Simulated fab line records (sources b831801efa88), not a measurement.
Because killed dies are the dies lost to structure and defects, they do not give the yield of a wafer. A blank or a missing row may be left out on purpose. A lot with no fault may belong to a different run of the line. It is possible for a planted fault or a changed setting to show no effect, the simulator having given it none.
fab line records :: flow sky130
record:
  lots: 14
  wafers: 42
  last-day: 50
route steps=708 shown VT_ADJUST_HVTR@142 VT_ADJUST_PCH@153 LDD_N@244 PAD_OPEN@708
lots that met no fault: taken from a fault-free run of the same line
start-h: start of the lot's first displayed wafer, in hours after the record's first day :: wait-h: hours from the lot's prior step to this one :: " unchanged from the row above :: L1.1+2: one row covering several wafers at once :: - no value, or no start was given :: * or withheld: withheld :: < > ~ a bound
route shown NAME@n: NAME is a module with steps in the file, n the number in the route of the first one :: usual: mean and standard deviation over wafers with no fault :: same: alike in all rows :: chamber/n: place in a boat :: sites: readings site by site :: _std_site: the standard deviation of these :: _edge_site: the outer-site mean with the inner-site mean subtracted :: radius-mm: how far each site lies from the wafer's centre :: mask NAME#n: copy n :: behind: the most recent tool/chamber to have shaped the wafer :: hold: cause of the lot's hold/its duration in hours/its outcome :: device: which transistor (n, p or np) failed to switch :: end of line: the tests these same wafers got at the end of their route :: a step without rows: its recipe alone :: killed: the dies lost at the first sort to structure and to defects; this is not the yield of the wafer :: map: dies across one wafer; x = killed, . = not, _ = none there
set.NAME: the setting the step ran with; set.NAME@STEP: the setting that earlier step ran with :: model.NAME: the simulator's own value behind a step, which no gauge read
steps of the route over a sample of lots; a table a step, a row a wafer
services: from which hour (start-h, from the record's first day; less than 0 if before it) a tool's chamber was out of use, for how many hours, and why
== steps ==
step: SKY_VT_ADJUST_HVTR_TW_MEAS_11
usual:
  VT_ADJUST_HVTR_TW: 212.8/2.6
lot.wafer: L490.2
tool: film-metro-03
chamber: -
start-h: 213.78
wait-h: 0.1
VT_ADJUST_HVTR_TW: 209.2

lot.wafer: L490.3
tool: film-metro-03
chamber: -
start-h: 213.78
wait-h: 0.1
VT_ADJUST_HVTR_TW: 209.5

lot.wafer: L490.6
tool: film-metro-03
chamber: -
start-h: 213.78
wait-h: 0.1
VT_ADJUST_HVTR_TW: 209.7

lot.wafer: L491.1
tool: film-metro-03
chamber: -
start-h: 218.82
wait-h: 0.1
VT_ADJUST_HVTR_TW: 210.0

lot.wafer: L491.2
tool: film-metro-03
chamber: -
start-h: 218.82
wait-h: 0.1
VT_ADJUST_HVTR_TW: 210.0

lot.wafer: L491.6
tool: film-metro-03
chamber: -
start-h: 218.82
wait-h: 0.1
VT_ADJUST_HVTR_TW: 210.2

lot.wafer: L494.2
tool: film-metro-01
chamber: -
start-h: 245.03
wait-h: 0.1
VT_ADJUST_HVTR_TW: 215.9

lot.wafer: L494.3
tool: film-metro-01
chamber: -
start-h: 245.03
wait-h: 0.1
VT_ADJUST_HVTR_TW: 216.9

lot.wafer: L494.5
tool: film-metro-01
chamber: -
start-h: 245.03
wait-h: 0.1
VT_ADJUST_HVTR_TW: 215.8

lot.wafer: L495.3
tool: film-metro-02
chamber: -
start-h: 253.74
wait-h: 0.1
VT_ADJUST_HVTR_TW: 212.3

lot.wafer: L495.4
tool: film-metro-02
chamber: -
start-h: 253.74
wait-h: 0.1
VT_ADJUST_HVTR_TW: 212.6

lot.wafer: L495.5
tool: film-metro-02
chamber: -
start-h: 253.74
wait-h: 0.1
VT_ADJUST_HVTR_TW: 212.2

lot.wafer: L496.2
tool: film-metro-03
chamber: -
start-h: 257.88
wait-h: 0.1
VT_ADJUST_HVTR_TW: 209.8

lot.wafer: L496.4
tool: film-metro-03
chamber: -
start-h: 257.88
wait-h: 0.1
VT_ADJUST_HVTR_TW: 209.8

lot.wafer: L496.5
tool: film-metro-03
chamber: -
start-h: 257.88
wait-h: 0.1
VT_ADJUST_HVTR_TW: 209.0

lot.wafer: L497.3
tool: film-metro-03
chamber: -
start-h: 262.29
wait-h: 0.1
VT_ADJUST_HVTR_TW: 210.1

lot.wafer: L497.4
tool: film-metro-03
chamber: -
start-h: 262.29
wait-h: 0.1
VT_ADJUST_HVTR_TW: 209.5

lot.wafer: L497.6
tool: film-metro-03
chamber: -
start-h: 262.29
wait-h: 0.1
VT_ADJUST_HVTR_TW: 208.5

lot.wafer: L498.1
tool: film-metro-02
chamber: -
start-h: 271.17
wait-h: 0.1
VT_ADJUST_HVTR_TW: 210.3

lot.wafer: L498.2
tool: film-metro-02
chamber: -
start-h: 271.17
wait-h: 0.1
VT_ADJUST_HVTR_TW: 210.7

lot.wafer: L498.6
tool: film-metro-02
chamber: -
start-h: 271.17
wait-h: 0.1
VT_ADJUST_HVTR_TW: 211.6

lot.wafer: L501.2
tool: film-metro-03
chamber: -
start-h: 298.80
wait-h: 0.1
VT_ADJUST_HVTR_TW: 210.1

lot.wafer: L501.4
tool: film-metro-03
chamber: -
start-h: 298.80
wait-h: 0.1
VT_ADJUST_HVTR_TW: 209.8

lot.wafer: L501.5
tool: film-metro-03
chamber: -
start-h: 298.80
wait-h: 0.1
VT_ADJUST_HVTR_TW: 208.3

lot.wafer: L503.1
tool: film-metro-02
chamber: -
start-h: 314.64
wait-h: 0.1
VT_ADJUST_HVTR_TW: 211.7

lot.wafer: L503.3
tool: film-metro-02
chamber: -
start-h: 314.64
wait-h: 0.1
VT_ADJUST_HVTR_TW: 210.9

lot.wafer: L503.5
tool: film-metro-02
chamber: -
start-h: 314.64
wait-h: 0.1
VT_ADJUST_HVTR_TW: 211.9

lot.wafer: L504.1
tool: film-metro-01
chamber: -
start-h: 315.27
wait-h: 0.1
VT_ADJUST_HVTR_TW: 213.5

lot.wafer: L504.4
tool: film-metro-01
chamber: -
start-h: 315.27
wait-h: 0.1
VT_ADJUST_HVTR_TW: 213.8

lot.wafer: L504.6
tool: film-metro-01
chamber: -
start-h: 315.27
wait-h: 0.1
VT_ADJUST_HVTR_TW: 214.2

lot.wafer: L507.3
tool: film-metro-02
chamber: -
start-h: 332.11
wait-h: 0.1
VT_ADJUST_HVTR_TW: 211.4

lot.wafer: L507.4
tool: film-metro-02
chamber: -
start-h: 332.11
wait-h: 0.1
VT_ADJUST_HVTR_TW: 212.1

lot.wafer: L507.6
tool: film-metro-02
chamber: -
start-h: 332.11
wait-h: 0.1
VT_ADJUST_HVTR_TW: 210.5

lot.wafer: L509.3
tool: film-metro-01
chamber: -
start-h: 347.54
wait-h: 0.1
VT_ADJUST_HVTR_TW: 214.5

lot.wafer: L509.5
tool: film-metro-01
chamber: -
start-h: 347.54
wait-h: 0.1
VT_ADJUST_HVTR_TW: 213.2

lot.wafer: L509.6
tool: film-metro-01
chamber: -
start-h: 347.54
wait-h: 0.1
VT_ADJUST_HVTR_TW: 216.1

lot.wafer: L511.1
tool: film-metro-01
chamber: -
start-h: 361.79
wait-h: 0.1
VT_ADJUST_HVTR_TW: 215.8

lot.wafer: L511.3
tool: film-metro-01
chamber: -
start-h: 361.79
wait-h: 0.1
VT_ADJUST_HVTR_TW: 213.5

lot.wafer: L511.4
tool: film-metro-01
chamber: -
start-h: 361.79
wait-h: 0.1
VT_ADJUST_HVTR_TW: 215.5

lot.wafer: L512.1
tool: film-metro-02
chamber: -
start-h: 371.64
wait-h: 0.1
VT_ADJUST_HVTR_TW: 211.3

lot.wafer: L512.2
tool: film-metro-02
chamber: -
start-h: 371.64
wait-h: 0.1
VT_ADJUST_HVTR_TW: 211.7

lot.wafer: L512.3
tool: film-metro-02
chamber: -
start-h: 371.64
wait-h: 0.1
VT_ADJUST_HVTR_TW: 209.9
step: SKY_VT_ADJUST_PCH_TW_MEAS_10
usual:
  VT_ADJUST_PCH_TW: 144.2/1.9
lot.wafer: L490.2
tool: film-metro-01
chamber: -
start-h: 236.72
wait-h: 0.1
VT_ADJUST_PCH_TW: 145.7

lot.wafer: L490.3
tool: film-metro-01
chamber: -
start-h: 236.72
wait-h: 0.1
VT_ADJUST_PCH_TW: 146.5

lot.wafer: L490.6
tool: film-metro-01
chamber: -
start-h: 236.72
wait-h: 0.1
VT_ADJUST_PCH_TW: 145.8

lot.wafer: L491.1
tool: film-metro-01
chamber: -
start-h: 242.06
wait-h: 0.1
VT_ADJUST_PCH_TW: 146.5

lot.wafer: L491.2
tool: film-metro-01
chamber: -
start-h: 242.06
wait-h: 0.1
VT_ADJUST_PCH_TW: 145.9

lot.wafer: L491.6
tool: film-metro-01
chamber: -
start-h: 242.06
wait-h: 0.1
VT_ADJUST_PCH_TW: 146.4

lot.wafer: L494.2
tool: film-metro-04
chamber: -
start-h: 268.73
wait-h: 0.1
VT_ADJUST_PCH_TW: 142.7

lot.wafer: L494.3
tool: film-metro-04
chamber: -
start-h: 268.73
wait-h: 0.1
VT_ADJUST_PCH_TW: 142.7

lot.wafer: L494.5
tool: film-metro-04
chamber: -
start-h: 268.73
wait-h: 0.1
VT_ADJUST_PCH_TW: 143.2

lot.wafer: L495.3
tool: film-metro-01
chamber: -
start-h: 277.92
wait-h: 0.1
VT_ADJUST_PCH_TW: 145.3

lot.wafer: L495.4
tool: film-metro-01
chamber: -
start-h: 277.92
wait-h: 0.1
VT_ADJUST_PCH_TW: 145.3

lot.wafer: L495.5
tool: film-metro-01
chamber: -
start-h: 277.92
wait-h: 0.1
VT_ADJUST_PCH_TW: 145.9

lot.wafer: L496.2
tool: film-metro-02
chamber: -
start-h: 281.31
wait-h: 0.1
VT_ADJUST_PCH_TW: 142.8

lot.wafer: L496.4
tool: film-metro-02
chamber: -
start-h: 281.31
wait-h: 0.1
VT_ADJUST_PCH_TW: 143.2

lot.wafer: L496.5
tool: film-metro-02
chamber: -
start-h: 281.31
wait-h: 0.1
VT_ADJUST_PCH_TW: 142.7

lot.wafer: L497.3
tool: film-metro-02
chamber: -
start-h: 286.29
wait-h: 0.1
VT_ADJUST_PCH_TW: 142.7

lot.wafer: L497.4
tool: film-metro-02
chamber: -
start-h: 286.29
wait-h: 0.1
VT_ADJUST_PCH_TW: 142.7

lot.wafer: L497.6
tool: film-metro-02
chamber: -
start-h: 286.29
wait-h: 0.1
VT_ADJUST_PCH_TW: 144.1

lot.wafer: L498.1
tool: film-metro-02
chamber: -
start-h: 295.92
wait-h: 0.1
VT_ADJUST_PCH_TW: 143.7

lot.wafer: L498.2
tool: film-metro-02
chamber: -
start-h: 295.92
wait-h: 0.1
VT_ADJUST_PCH_TW: 142.3

lot.wafer: L498.6
tool: film-metro-02
chamber: -
start-h: 295.92
wait-h: 0.1
VT_ADJUST_PCH_TW: 143.3

lot.wafer: L501.2
tool: film-metro-04
chamber: -
start-h: 323.03
wait-h: 0.1
VT_ADJUST_PCH_TW: 143.2

lot.wafer: L501.4
tool: film-metro-04
chamber: -
start-h: 323.03
wait-h: 0.1
VT_ADJUST_PCH_TW: 143.3

lot.wafer: L501.5
tool: film-metro-04
chamber: -
start-h: 323.03
wait-h: 0.1
VT_ADJUST_PCH_TW: 142.8

lot.wafer: L503.1
tool: film-metro-04
chamber: -
start-h: 339.50
wait-h: 0.1
VT_ADJUST_PCH_TW: 141.9

lot.wafer: L503.3
tool: film-metro-04
chamber: -
start-h: 339.50
wait-h: 0.1
VT_ADJUST_PCH_TW: 142.2

lot.wafer: L503.5
tool: film-metro-04
chamber: -
start-h: 339.50
wait-h: 0.1
VT_ADJUST_PCH_TW: 142.0

lot.wafer: L504.1
tool: film-metro-02
chamber: -
start-h: 340.50
wait-h: 0.1
VT_ADJUST_PCH_TW: 143.1

lot.wafer: L504.4
tool: film-metro-02
chamber: -
start-h: 340.50
wait-h: 0.1
VT_ADJUST_PCH_TW: 143.3

lot.wafer: L504.6
tool: film-metro-02
chamber: -
start-h: 340.50
wait-h: 0.1
VT_ADJUST_PCH_TW: 143.7

lot.wafer: L507.3
tool: film-metro-01
chamber: -
start-h: 358.67
wait-h: 0.1
VT_ADJUST_PCH_TW: 146.2

lot.wafer: L507.4
tool: film-metro-01
chamber: -
start-h: 358.67
wait-h: 0.1
VT_ADJUST_PCH_TW: 147.1

lot.wafer: L507.6
tool: film-metro-01
chamber: -
start-h: 358.67
wait-h: 0.1
VT_ADJUST_PCH_TW: 146.2

lot.wafer: L509.3
tool: film-metro-04
chamber: -
start-h: 375.02
wait-h: 0.1
VT_ADJUST_PCH_TW: 141.6

lot.wafer: L509.5
tool: film-metro-04
chamber: -
start-h: 375.02
wait-h: 0.1
VT_ADJUST_PCH_TW: 141.6

lot.wafer: L509.6
tool: film-metro-04
chamber: -
start-h: 375.02
wait-h: 0.1
VT_ADJUST_PCH_TW: 141.9

lot.wafer: L511.1
tool: film-metro-02
chamber: -
start-h: 388.85
wait-h: 0.1
VT_ADJUST_PCH_TW: 144.3

lot.wafer: L511.3
tool: film-metro-02
chamber: -
start-h: 388.85
wait-h: 0.1
VT_ADJUST_PCH_TW: 143.8

lot.wafer: L511.4
tool: film-metro-02
chamber: -
start-h: 388.85
wait-h: 0.1
VT_ADJUST_PCH_TW: 144.7

lot.wafer: L512.1
tool: film-metro-01
chamber: -
start-h: 399.15
wait-h: 0.1
VT_ADJUST_PCH_TW: 146.5

lot.wafer: L512.2
tool: film-metro-01
chamber: -
start-h: 399.15
wait-h: 0.1
VT_ADJUST_PCH_TW: 146.2

lot.wafer: L512.3
tool: film-metro-01
chamber: -
start-h: 399.15
wait-h: 0.1
VT_ADJUST_PCH_TW: 147.5
step: SKY_LDD_N_OVL_MEAS_07
usual:
  LDD_N_OVL: -0.4/1.2
lot.wafer: L490.2
tool: overlay-02
chamber: -
start-h: 412.77
wait-h: 0.1
LDD_N_OVL[nm]: -0.4

lot.wafer: L490.3
tool: overlay-02
chamber: -
start-h: 412.77
wait-h: 0.1
LDD_N_OVL[nm]: -1.2

lot.wafer: L490.6
tool: overlay-02
chamber: -
start-h: 412.77
wait-h: 0.1
LDD_N_OVL[nm]: -0.5

lot.wafer: L491.1
tool: overlay-01
chamber: -
start-h: 433.12
wait-h: 0.1
LDD_N_OVL[nm]: -0.2

lot.wafer: L491.2
tool: overlay-01
chamber: -
start-h: 433.12
wait-h: 0.1
LDD_N_OVL[nm]: -1.0

lot.wafer: L491.6
tool: overlay-01
chamber: -
start-h: 433.12
wait-h: 0.1
LDD_N_OVL[nm]: -0.2

lot.wafer: L494.2
tool: overlay-02
chamber: -
start-h: 458.77
wait-h: 0.1
LDD_N_OVL[nm]: -2.1

lot.wafer: L494.3
tool: overlay-02
chamber: -
start-h: 458.77
wait-h: 0.1
LDD_N_OVL[nm]: -2.7

lot.wafer: L494.5
tool: overlay-02
chamber: -
start-h: 458.77
wait-h: 0.1
LDD_N_OVL[nm]: -2.5

lot.wafer: L496.2
tool: overlay-02
chamber: -
start-h: 466.52
wait-h: 0.1
LDD_N_OVL[nm]: -2.0

lot.wafer: L496.4
tool: overlay-02
chamber: -
start-h: 466.52
wait-h: 0.1
LDD_N_OVL[nm]: -1.8

lot.wafer: L496.5
tool: overlay-02
chamber: -
start-h: 466.52
wait-h: 0.1
LDD_N_OVL[nm]: -1.2

lot.wafer: L495.3
tool: overlay-02
chamber: -
start-h: 468.38
wait-h: 0.1
LDD_N_OVL[nm]: 1.0

lot.wafer: L495.4
tool: overlay-02
chamber: -
start-h: 468.38
wait-h: 0.1
LDD_N_OVL[nm]: 2.1

lot.wafer: L495.5
tool: overlay-02
chamber: -
start-h: 468.38
wait-h: 0.1
LDD_N_OVL[nm]: 1.9

lot.wafer: L497.3
tool: overlay-02
chamber: -
start-h: 477.18
wait-h: 0.1
LDD_N_OVL[nm]: -1.7

lot.wafer: L497.4
tool: overlay-02
chamber: -
start-h: 477.18
wait-h: 0.1
LDD_N_OVL[nm]: -0.1

lot.wafer: L497.6
tool: overlay-02
chamber: -
start-h: 477.18
wait-h: 0.1
LDD_N_OVL[nm]: -0.9

lot.wafer: L498.1
tool: overlay-02
chamber: -
start-h: 486.91
wait-h: 0.1
LDD_N_OVL[nm]: -1.4

lot.wafer: L498.2
tool: overlay-02
chamber: -
start-h: 486.91
wait-h: 0.1
LDD_N_OVL[nm]: -0.1

lot.wafer: L498.6
tool: overlay-02
chamber: -
start-h: 486.91
wait-h: 0.1
LDD_N_OVL[nm]: -1.0

lot.wafer: L501.2
tool: overlay-02
chamber: -
start-h: 510.57
wait-h: 0.1
LDD_N_OVL[nm]: 0.0

lot.wafer: L501.4
tool: overlay-02
chamber: -
start-h: 510.57
wait-h: 0.1
LDD_N_OVL[nm]: -0.8

lot.wafer: L501.5
tool: overlay-02
chamber: -
start-h: 510.57
wait-h: 0.1
LDD_N_OVL[nm]: -1.1

lot.wafer: L503.1
tool: overlay-02
chamber: -
start-h: 536.26
wait-h: 0.1
LDD_N_OVL[nm]: -1.2

lot.wafer: L503.3
tool: overlay-02
chamber: -
start-h: 536.26
wait-h: 0.1
LDD_N_OVL[nm]: -0.8

lot.wafer: L503.5
tool: overlay-02
chamber: -
start-h: 536.26
wait-h: 0.1
LDD_N_OVL[nm]: -0.7

lot.wafer: L504.1
tool: overlay-01
chamber: -
start-h: 537.57
wait-h: 0.1
LDD_N_OVL[nm]: -1.2

lot.wafer: L504.4
tool: overlay-01
chamber: -
start-h: 537.57
wait-h: 0.1
LDD_N_OVL[nm]: -0.8

lot.wafer: L504.6
tool: overlay-01
chamber: -
start-h: 537.57
wait-h: 0.1
LDD_N_OVL[nm]: -0.8

lot.wafer: L507.3
tool: overlay-01
chamber: -
start-h: 553.28
wait-h: 0.1
LDD_N_OVL[nm]: 1.2

lot.wafer: L507.4
tool: overlay-01
chamber: -
start-h: 553.28
wait-h: 0.1
LDD_N_OVL[nm]: 2.0

lot.wafer: L507.6
tool: overlay-01
chamber: -
start-h: 553.28
wait-h: 0.1
LDD_N_OVL[nm]: -0.1

lot.wafer: L509.3
tool: overlay-02
chamber: -
start-h: 571.58
wait-h: 0.1
LDD_N_OVL[nm]: -0.7

lot.wafer: L509.5
tool: overlay-02
chamber: -
start-h: 571.58
wait-h: 0.1
LDD_N_OVL[nm]: 1.7

lot.wafer: L509.6
tool: overlay-02
chamber: -
start-h: 571.58
wait-h: 0.1
LDD_N_OVL[nm]: -0.1

lot.wafer: L511.1
tool: overlay-02
chamber: -
start-h: 580.16
wait-h: 0.1
LDD_N_OVL[nm]: -1.0

lot.wafer: L511.3
tool: overlay-02
chamber: -
start-h: 580.16
wait-h: 0.1
LDD_N_OVL[nm]: -1.5

lot.wafer: L511.4
tool: overlay-02
chamber: -
start-h: 580.16
wait-h: 0.1
LDD_N_OVL[nm]: -0.6

lot.wafer: L512.1
tool: overlay-02
chamber: -
start-h: 592.32
wait-h: 0.1
LDD_N_OVL[nm]: 0.5

lot.wafer: L512.2
tool: overlay-02
chamber: -
start-h: 592.32
wait-h: 0.1
LDD_N_OVL[nm]: 0.3

lot.wafer: L512.3
tool: overlay-02
chamber: -
start-h: 592.32
wait-h: 0.1
LDD_N_OVL[nm]: 0.2
step: SKY_LDD_N_IMPLANT_09
recipe:
  species: As
  energy-kev: 20
  dose-cm2: 7.5e+13
  tilt-deg: withheld
  rotation-deg: 113
usual:
  dose-ions-cm2: 7.499e+13/8.9e+10
lot.wafer: L490.2
tool: implanter-03
chamber: 0
start-h: 412.98
wait-h: 0.1
dose-ions-cm2: 7.496e+13

lot.wafer: L490.3
tool: implanter-03
chamber: 0
start-h: 412.98
wait-h: 0.1
dose-ions-cm2: 7.483e+13

lot.wafer: L490.6
tool: implanter-03
chamber: 0
start-h: 412.98
wait-h: 0.1
dose-ions-cm2: 7.498e+13

lot.wafer: L491.1
tool: implanter-01
chamber: 0
start-h: 433.30
wait-h: 0.1
dose-ions-cm2: 7.491e+13

lot.wafer: L491.2
tool: implanter-01
chamber: 0
start-h: 433.30
wait-h: 0.1
dose-ions-cm2: 7.505e+13

lot.wafer: L491.6
tool: implanter-01
chamber: 0
start-h: 433.30
wait-h: 0.1
dose-ions-cm2: 7.498e+13

lot.wafer: L494.2
tool: implanter-01
chamber: 0
start-h: 458.97
wait-h: 0.1
dose-ions-cm2: 7.517e+13

lot.wafer: L494.3
tool: implanter-01
chamber: 0
start-h: 458.97
wait-h: 0.1
dose-ions-cm2: 7.505e+13

lot.wafer: L494.5
tool: implanter-01
chamber: 0
start-h: 458.97
wait-h: 0.1
dose-ions-cm2: 7.507e+13

lot.wafer: L496.2
tool: implanter-04
chamber: 0
start-h: 466.72
wait-h: 0.1
dose-ions-cm2: 7.508e+13

lot.wafer: L496.4
tool: implanter-04
chamber: 0
start-h: 466.72
wait-h: 0.1
dose-ions-cm2: 7.508e+13

lot.wafer: L496.5
tool: implanter-04
chamber: 0
start-h: 466.72
wait-h: 0.1
dose-ions-cm2: 7.51e+13

lot.wafer: L495.3
tool: implanter-03
chamber: 0
start-h: 468.60
wait-h: 0.1
dose-ions-cm2: 7.509e+13

lot.wafer: L495.4
tool: implanter-03
chamber: 0
start-h: 468.60
wait-h: 0.1
dose-ions-cm2: 7.5e+13

lot.wafer: L495.5
tool: implanter-03
chamber: 0
start-h: 468.60
wait-h: 0.1
dose-ions-cm2: 7.504e+13

lot.wafer: L497.3
tool: implanter-03
chamber: 0
start-h: 477.40
wait-h: 0.1
dose-ions-cm2: 7.509e+13

lot.wafer: L497.4
tool: implanter-03
chamber: 0
start-h: 477.40
wait-h: 0.1
dose-ions-cm2: 7.512e+13

lot.wafer: L497.6
tool: implanter-03
chamber: 0
start-h: 477.40
wait-h: 0.1
dose-ions-cm2: 7.509e+13

lot.wafer: L498.1
tool: implanter-04
chamber: 0
start-h: 487.10
wait-h: 0.1
dose-ions-cm2: 7.498e+13

lot.wafer: L498.2
tool: implanter-04
chamber: 0
start-h: 487.10
wait-h: 0.1
dose-ions-cm2: 7.486e+13

lot.wafer: L498.6
tool: implanter-04
chamber: 0
start-h: 487.10
wait-h: 0.1
dose-ions-cm2: 7.482e+13

lot.wafer: L501.2
tool: implanter-01
chamber: 0
start-h: 510.78
wait-h: 0.1
dose-ions-cm2: 7.48e+13

lot.wafer: L501.4
tool: implanter-01
chamber: 0
start-h: 510.78
wait-h: 0.1
dose-ions-cm2: 7.498e+13

lot.wafer: L501.5
tool: implanter-01
chamber: 0
start-h: 510.78
wait-h: 0.1
dose-ions-cm2: 7.505e+13

lot.wafer: L503.1
tool: implanter-04
chamber: 0
start-h: 536.45
wait-h: 0.1
dose-ions-cm2: 7.48e+13

lot.wafer: L503.3
tool: implanter-04
chamber: 0
start-h: 536.45
wait-h: 0.1
dose-ions-cm2: 7.494e+13

lot.wafer: L503.5
tool: implanter-04
chamber: 0
start-h: 536.45
wait-h: 0.1
dose-ions-cm2: 7.496e+13

lot.wafer: L504.1
tool: implanter-01
chamber: 0
start-h: 537.90
wait-h: 0.1
dose-ions-cm2: 7.732e+13

lot.wafer: L504.4
tool: implanter-01
chamber: 0
start-h: 537.90
wait-h: 0.1
dose-ions-cm2: 7.727e+13

lot.wafer: L504.6
tool: implanter-01
chamber: 0
start-h: 537.90
wait-h: 0.1
dose-ions-cm2: 7.714e+13

lot.wafer: L507.3
tool: implanter-01
chamber: 0
start-h: 553.50
wait-h: 0.1
dose-ions-cm2: 7.72e+13

lot.wafer: L507.4
tool: implanter-01
chamber: 0
start-h: 553.50
wait-h: 0.1
dose-ions-cm2: 7.718e+13

lot.wafer: L507.6
tool: implanter-01
chamber: 0
start-h: 553.50
wait-h: 0.1
dose-ions-cm2: 7.719e+13

lot.wafer: L509.3
tool: implanter-04
chamber: 0
start-h: 571.80
wait-h: 0.1
dose-ions-cm2: 7.497e+13

lot.wafer: L509.5
tool: implanter-04
chamber: 0
start-h: 571.80
wait-h: 0.1
dose-ions-cm2: 7.514e+13

lot.wafer: L509.6
tool: implanter-04
chamber: 0
start-h: 571.80
wait-h: 0.1
dose-ions-cm2: 7.509e+13

lot.wafer: L511.1
tool: implanter-03
chamber: 0
start-h: 580.35
wait-h: 0.1
dose-ions-cm2: 7.504e+13

lot.wafer: L511.3
tool: implanter-03
chamber: 0
start-h: 580.35
wait-h: 0.1
dose-ions-cm2: 7.503e+13

lot.wafer: L511.4
tool: implanter-03
chamber: 0
start-h: 580.35
wait-h: 0.1
dose-ions-cm2: 7.496e+13

lot.wafer: L512.1
tool: implanter-04
chamber: 0
start-h: 592.50
wait-h: 0.1
dose-ions-cm2: 7.5e+13

lot.wafer: L512.2
tool: implanter-04
chamber: 0
start-h: 592.50
wait-h: 0.1
dose-ions-cm2: 7.49e+13

lot.wafer: L512.3
tool: implanter-04
chamber: 0
start-h: 592.50
wait-h: 0.1
dose-ions-cm2: 7.506e+13
step: SKY_PAD_OPEN_PROBE_99
usual:
  killed_at_M0_to_M3: 43/7.6
  killed_at_M4_up: 2.8/1.9
  killed-at-contacts: 24/4.7
  killed-at-front-end: 16/4.4
  killed-at-other: 0.2/0.4
  killed-dies: 86/9.9
  killed-open: 47/8.2
  killed-short: 39/6.3
same:
  gross-dies: 492
  killed-at-back-side: 0
lot.wafer: L507.3
tool: prober-01
chamber: -
start-h: 1174.64
wait-h: 0.2
killed_at_M0_to_M3: 38
killed_at_M4_up: 1
killed-at-contacts: 28
killed-at-front-end: 14
killed-at-other: 0
killed-dies: 81
killed-open: 44
killed-short: 37

lot.wafer: L507.4
tool: prober-01
chamber: -
start-h: 1174.69
wait-h: 0.2
killed_at_M0_to_M3: 52
killed_at_M4_up: 1
killed-at-contacts: 23
killed-at-front-end: 16
killed-at-other: 0
killed-dies: 92
killed-open: 50
killed-short: 42

lot.wafer: L507.6
tool: prober-01
chamber: -
start-h: 1174.79
wait-h: 0.2
killed_at_M0_to_M3: 39
killed_at_M4_up: 2
killed-at-contacts: 27
killed-at-front-end: 14
killed-at-other: 1
killed-dies: 83
killed-open: 50
killed-short: 33
killed by level:class
L507.3 CONTACT:geometric-particle:open=13 VIA1:geometric-particle:open=11 METAL1:geometric-particle:short=6 METAL2:geometric-particle:short=6 CONTACT:geometric-particle:short=5 POLY_GATE:geometric-particle:short=4 LI_CONTACT:geometric-particle:open=4 LI_CONTACT:geometric-particle:short=3
L507.4 VIA1:geometric-particle:open=12 CONTACT:geometric-particle:open=12 VIA1:geometric-particle:short=9 METAL2:geometric-particle:short=8 LI_CONTACT:geometric-particle:open=5 VIA3:geometric-particle:open=5 VIA2:geometric-particle:open=5 FIELD_ISO:geometric-particle:short=4
L507.6 CONTACT:geometric-particle:open=11 VIA2:geometric-particle:open=9 VIA1:geometric-particle:open=8 LI_CONTACT:geometric-particle:open=7 VIA3:geometric-particle:open=6 FIELD_ISO:geometric-particle:short=5 METAL2:geometric-particle:short=5 LOCAL_INTERCONNECT:geometric-particle:short=4
== services ==
tool: implanter-04
chamber: -
start-h: 397.28
hours: 2.4
kind: repair

tool: implanter-03
chamber: -
start-h: 400.62
hours: 1.8
kind: repair

tool: implanter-01
chamber: -
start-h: 420.57
hours: 4.5
kind: pm

tool: implanter-04
chamber: -
start-h: 425.16
hours: 4.6
kind: pm

tool: implanter-01
chamber: -
start-h: 516.66
hours: 3.5
kind: pm

tool: implanter-01
chamber: -
start-h: 522.52
hours: 2.6
kind: repair

tool: implanter-03
chamber: -
start-h: 523.35
hours: 3.8
kind: pm

tool: implanter-03
chamber: -
start-h: 536.53
hours: 21.0
kind: pm

tool: implanter-01
chamber: -
start-h: 541.86
hours: 3.3
kind: repair

tool: implanter-01
chamber: -
start-h: 569.36
hours: 2.3
kind: repair

tool: implanter-03
chamber: -
start-h: 584.57
hours: 18.9
kind: repair

tool: implanter-01
chamber: -
start-h: 587.72
hours: 6.8
kind: repair
== key ==
first-sign:
  step: SKY_LDD_N_IMPLANT_09
  reading: dose-ions-cm2
  direction: up
  sigmas: 25
  usual: *
  struck: *
effect none on later readings
met-at SKY_LDD_N_IMPLANT_09
struck-lots L504,L507
tester-left-out L504,L507
not-acting-at SKY_VT_ADJUST_HVTR_TW_MEAS_11,SKY_VT_ADJUST_PCH_TW_MEAS_10,SKY_LDD_N_OVL_MEAS_07
onset-between 510.78 537.90
fault:
  kind: process-parameter-drift
  tool: implanter-01
  chamber: -
  onset-h: 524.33
  steps: SKY_LDD_N_IMPLANT_09
  channel: dose-cm2
  offset: *
  shape: step
  end-h: 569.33
  acts-in: *
  stated: *
tester-left-out: of these lots the tester's yield and bins aren't shown, on N5 and GAA mostly nor the transistor test; their killed dies are dies lost to structure and defects alone, not to doping, threshold or leakage, so they don't give the yield
